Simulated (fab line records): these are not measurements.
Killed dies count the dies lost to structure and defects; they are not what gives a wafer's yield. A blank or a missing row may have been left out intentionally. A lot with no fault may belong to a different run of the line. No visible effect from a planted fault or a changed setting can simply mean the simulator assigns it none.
Which of the tools did it? | flow gf180mcu | 38 wafers from 13 lots sampled at 5 of the route's 602 steps

## WHAT THE GAUGES SHOWED, per wafer
GF_VT_IMPLANT_TW_MEAS_10. Usual: for VT_IMPLANT_TW the level is 563.6 and the standard deviation is 2.4.
lot  | measured    | on            | VT_IMPLANT_TW     | flag
L329 | day 5 15:54 | film metro-04 | 565.6 569.3 566.5 |
L330 | day 5 23:34 | film metro-04 | 565.3 571.3 565.8 |
L331 | day 6 05:54 | film metro-01 | 560.0 562.7 565.4 |
L334 | day 7 00:48 | film metro-01 | 563.4 563.4 562.0 |
L335 | day 7 02:43 | film metro-04 | 563.4 567.6 565.5 |
L337 | day 7 20:45 | film metro-03 | 560.6 563.7 561.5 |
L338 | day 8 00:58 | film metro-01 | 564.7 567.1 562.4 |
L339 | day 8 05:46 | film metro-01 | 565.0 565.0 561.1 |
L341 | day 8 20:30 | film metro-04 | 561.6 561.4 562.5 |
L342 | day 8 23:00 | film metro-01 | 563.2 565.0 564.8 |
L343 | day 9 05:06 | film metro-04 | 562.4 564.5 565.7 |
L344 | day 9 12:06 | film metro-03 | 565.4 562.3 566.2 |
L346 | day 9 23:17 | film metro-03 | 564.2 566.3       |

GF_VT_IMPLANT_TW_MEAS_21. Usual: for VT_IMPLANT_2_TW the level is 1213 and the standard deviation is 6.
lot  | measured     | on            | VT_IMPLANT_2_TW | flag
L329 | day 6 06:48  | film metro-04 | 1217 1201 1218  |
L330 | day 6 14:34  | film metro-04 | 1206 1207 1212  |
L331 | day 6 20:54  | film metro-01 | 1202 1206 1211  |
L334 | day 7 16:12  | film metro-04 | 1223 1222 1225  |
L335 | day 7 18:19  | film metro-03 | 1207 1207 1212  |
L337 | day 8 12:30  | film metro-04 | 1211 1204 1213  |
L338 | day 8 17:01  | film metro-04 | 1207 1209 1215  |
L339 | day 8 22:22  | film metro-03 | 1212 1213 1215  |
L341 | day 9 13:03  | film metro-04 | 1211 1215 1210  |
L342 | day 9 15:36  | film metro-04 | 1214 1213 1212  |
L343 | day 9 22:03  | film metro-03 | 1218 1215 1217  |
L344 | day 10 05:21 | film metro-04 | 1220 1214 1222  |
L346 | day 10 16:38 | film metro-04 | 1222 1226       |

GF_VT_IMPLANT_RS_MEAS_49: the measuring method here is four-point-probe. Usual: for MVPSD_RS the level is 1167.0 ohm/sq and the standard deviation is 3.
lot  | measured     | on            | MVPSD_RS (ohm/sq)    | flag
L329 | day 7 14:25  | film metro-01 | 1168.6 1173.6 1169.7 |
L330 | day 7 22:40  | film metro-01 | 1171.4 1174.2 1171.0 |
L331 | day 8 05:28  | film metro-04 | 1166.0 1170.2 1170.8 |
L334 | day 9 00:53  | film metro-02 | 1170.8 1168.7 1174.4 |
L335 | day 9 04:10  | film metro-02 | 1165.2 1163.2 1164.7 |
L337 | day 9 23:31  | film metro-04 | 1163.4 1164.4 1165.4 |
L338 | day 10 03:25 | film metro-02 | 1163.7 1169.8 1168.2 |
L339 | day 10 08:39 | film metro-02 | 1163.0 1165.4 1162.5 |
L341 | day 11 01:07 | film metro-02 | 1163.1 1167.9 1164.9 |
L342 | day 11 03:34 | film metro-04 | 1165.9 1170.5 1168.9 |
L343 | day 11 11:46 | film metro-02 | 1165.8 1163.3 1166.4 |
L344 | day 11 18:28 | film metro-02 | 1164.8 1164.0 1163.6 |
L346 | day 12 06:54 | film metro-02 | 1176.7 1176.9        | OFF

GF_POLY_GATE_THK_MEAS_01. Usual: for POLY_GATE_CVD_00_THK the level is 200.2 nm and the standard deviation is 1.8.
lot  | measured     | on            | POLY_GATE_CVD_00_THK (nm) | flag
L329 | day 8 13:34  | film metro-03 | 203.1 199.5 202.0         |
L330 | day 8 18:59  | film metro-03 | 200.9 202.8 203.7         |
L331 | day 9 02:24  | film metro-03 | 200.7 201.4 199.2         |
L334 | day 10 00:10 | film metro-02 | 199.9 200.4 201.1         |
L335 | day 10 01:44 | film metro-04 | 197.5 196.4 195.4         |
L337 | day 11 00:15 | film metro-03 | 197.6 199.5 197.4         |
L338 | day 11 02:29 | film metro-03 | 201.4 200.6 198.9         |
L339 | day 11 07:53 | film metro-03 | 203.4 202.1 201.4         |
L341 | day 12 01:57 | film metro-02 | 200.5 200.7 199.7         |
L342 | day 12 03:40 | film metro-04 | 200.6 198.6 199.7         |
L343 | day 12 12:10 | film metro-03 | 201.0 201.2 201.5         |
L344 | day 12 18:04 | film metro-02 | 202.9 202.3 201.7         |
L346 | day 13 07:48 | film metro-03 | 199.2 198.4               |

## WHICH TOOL RAN EACH LOT (tool, then ch and the chambers of the sampled wafers, then the start)
lot  | GF_MVPSD_IMPLANT_09
L329 | implanter-04 ch 0, day 5 01:57
L330 | implanter-04 ch 0, day 5 08:39
L331 | implanter-02 ch 0, day 5 14:42
L334 | implanter-04 ch 0, day 6 09:24
L335 | implanter-01 ch 0, day 6 11:27
L337 | implanter-02 ch 0, day 7 04:03
L338 | implanter-01 ch 0, day 7 09:12
L339 | implanter-04 ch 0, day 7 12:55
L341 | implanter-01 ch 0, day 8 03:45
L342 | implanter-01 ch 0, day 8 06:00
L343 | implanter-01 ch 0, day 8 11:54
L344 | implanter-01 ch 0, day 8 19:00
L346 | implanter-01 ch 0, day 9 05:54
- GF_MVPSD_IMPLANT_09

## WHAT THE TOOLS THEMSELVES READ (means of the sampled wafers that have a number; where no wafer has one, the mark that the record gives instead)
GF_MVPSD_IMPLANT_09. Usual: tilt deg -0.005 degrees, standard deviation 0.016.
lot  | tool         | tilt deg (degrees) | flag
L329 | implanter-04 | -0.015             |
L330 | implanter-04 | -0.018             |
L331 | implanter-02 | -0.010             |
L334 | implanter-04 | -0.010             |
L335 | implanter-01 | -0.004             |
L337 | implanter-02 | -0.001             |
L338 | implanter-01 | -0.018             |
L339 | implanter-04 | -0.007             |
L341 | implanter-01 | 0.001              |
L342 | implanter-01 | -0.023             |
L343 | implanter-01 | -0.012             |
L344 | implanter-01 | -0.008             |
L346 | implanter-01 | 0.019              |

## THE ANSWER, worked out from the rows above alone
Rule: take the mean of a lot's wafers that have a number; if it is more than 3 standard deviations from the usual mean, the lot is off. Also off: a lot with no number at a reading for which 4 or more lots have one. Any other lot the step has rows for is counted as sound. The gauges are gone through in route order, then the tools' own readings, and for those a lot's mean is taken as printed above. At the first step where some lot is off, the reading lying furthest off is the one used; lots without a number count as furthest.
Off: L346, seen at GF_VT_IMPLANT_RS_MEAS_49 (MVPSD_RS).
A tool fits if, at a process step before that reading, it ran every lot that is off, and no sound lot after the first of them. The gauges at GF_VT_IMPLANT_RS_MEAS_49 are tried like those tools. This does not decide it: 2 tools fit, namely implanter-01 at GF_MVPSD_IMPLANT_09 and film metro-02 at GF_VT_IMPLANT_RS_MEAS_49.

## WHAT THE SIMULATOR PUT IN
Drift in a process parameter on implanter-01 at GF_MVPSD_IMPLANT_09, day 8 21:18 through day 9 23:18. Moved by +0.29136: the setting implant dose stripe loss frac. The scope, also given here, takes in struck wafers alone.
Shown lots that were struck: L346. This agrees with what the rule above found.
